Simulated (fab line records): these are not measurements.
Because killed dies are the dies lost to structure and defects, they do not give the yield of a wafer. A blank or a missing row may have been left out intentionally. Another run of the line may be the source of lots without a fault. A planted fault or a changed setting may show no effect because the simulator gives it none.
Comparing a struck lot with a sound one    flow gf180mcu    17 steps out of a route of 602
Sound: wafers L989.1, L989.2, L989.6. Wafers struck: L100.2, L100.3, L100.6. Last of all comes the cause.
For every step that has rows: the tool of each side, followed by ch and its chambers, followed by its first start. Under that, the readings that differ: sound wafers    struck wafers    difference of the means    sigmas: that difference in standard deviations of wafers without a fault.
alike: same words and numbers on both sides, and readings whose means sit less than 2 such deviations apart. not compared: any withheld reading, any reading some wafer has no value for, any bound like >300 that may hide the same value, and any number with overlapping values for which the record gives no deviation.
Wherever a step has rows on one side only, a row that says differs or no value, or a row with sigmas, the two part there. When numbers do not overlap yet have no deviation, they are printed without sigmas and do not part them. A reading missing from all wafers of one side parts the sides only when that side holds two or more wafers.

first, 1 step without rows for these wafers: GF_HV_LDD_CLEAN_51 (cleans in SC1/SC2, time 150 s).
GF_HV_LDD_RTA_52: time 10 s.
  sound on rtpAnneal-02 ch 0, day 15 02:43; struck on rtpAnneal-02 ch 0, day 18 18:32
  alike: chamberO2Ppm, lampPowerPct, wafer_temp_C_max
GF_HV_LDD_RS_MEAS_53: measurement is done with a four-point probe.
  sound on filmMetro-02 at day 15 02:47; struck on filmMetro-03 at day 18 18:37
  alike: HV_LDD_RS
then, 1 step without rows for these wafers: GF_HV_LDD_CVD_54 (deposits SiO2 from TEOS, target thk 10 nm, time 75 s).
GF_HV_LDD_THK_MEAS_55:
  sound on filmMetro-04 at day 15 04:26; struck on filmMetro-03 at day 18 19:44
  alike: HV_LDD_CVD_54_THK
then, 1 step without rows for these wafers: GF_HV_LDD_CVD_56 (deposits Si3N4 from DCS/NH3, target thk 90 nm, time 1543 s).
GF_HV_LDD_THK_MEAS_57:
  sound on filmMetro-03 at day 15 05:56; struck on filmMetro-04 at day 18 21:14
  alike: HV_LDD_CVD_56_THK
GF_HV_LDD_ETCHBACK_58: etches Si3N4 in CH3F/O2, stops on SiO2, time 100 s, target depth 90 nm.
  sound on rieDiel-04 ch 1,3, day 15 05:59; struck on rieDiel-01 ch 1,3, day 18 21:17
  alike: drypumpMotorCurrentA, oesProductAu, throttleValvePct
  not compared: rfHoursCounterH
then, 4 steps without rows for these wafers: GF_NSD_DEHYDRATE_00 (time 60 s); GF_NSD_HMDS_01 (prime time 60 s); GF_NSD_COAT_02 (resist thk 1000 nm); GF_NSD_SOFTBAKE_03 (time 60 s).
GF_NSD_EXPOSE_04: exposes mask Nplus, target cd 400 nm.
  sound on ilineStepper-01 ch 0, day 15 16:43; struck on ilineStepper-01 ch 0, day 19 09:22
reading            sound                 struck                difference  sigmas
exposureDoseMJCm2  139.70 139.91 139.73  126.46 126.52 126.42  -13.31      -99 or more
  alike: mask
then, 2 steps without rows for these wafers: GF_NSD_PEB_05; GF_NSD_DEVELOP_06 (develop time 60 s).
GF_NSD_CD_MEAS_07: target cd 400 nm.
  sound on cdSem-02 at day 16 03:40; struck on cdSem-01 at day 19 21:32
reading    sound              struck             difference  sigmas
cdNm (nm)  400.6 399.9 398.4  370.8 370.3 372.1  -28.6       -12
  not compared: hold
GF_NSD_OVL_MEAS_08:
  sound on overlay-02 at day 16 03:47; struck on overlay-02 at day 19 22:37
reading       sound        struck                                                                   difference                    sigmas
hold          - - -        awaitDispo/1.0h/release awaitDispo/1.0h/release awaitDispo/1.0h/release  no value on the sound wafers  
NSD_OVL (nm)  0.9 1.6 2.0  0.0 -2.4 -3.2                                                            -3.4                          -2

## WHERE THEY PART
Last at GF_NSD_OVL_MEAS_08 as far as this record goes, first at GF_NSD_EXPOSE_04.

WHY: the cause the simulator had injected
Process parameters drifting: ilineStepper-01 at GF_NSD_EXPOSE_04, beginning at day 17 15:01. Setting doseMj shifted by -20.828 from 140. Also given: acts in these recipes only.
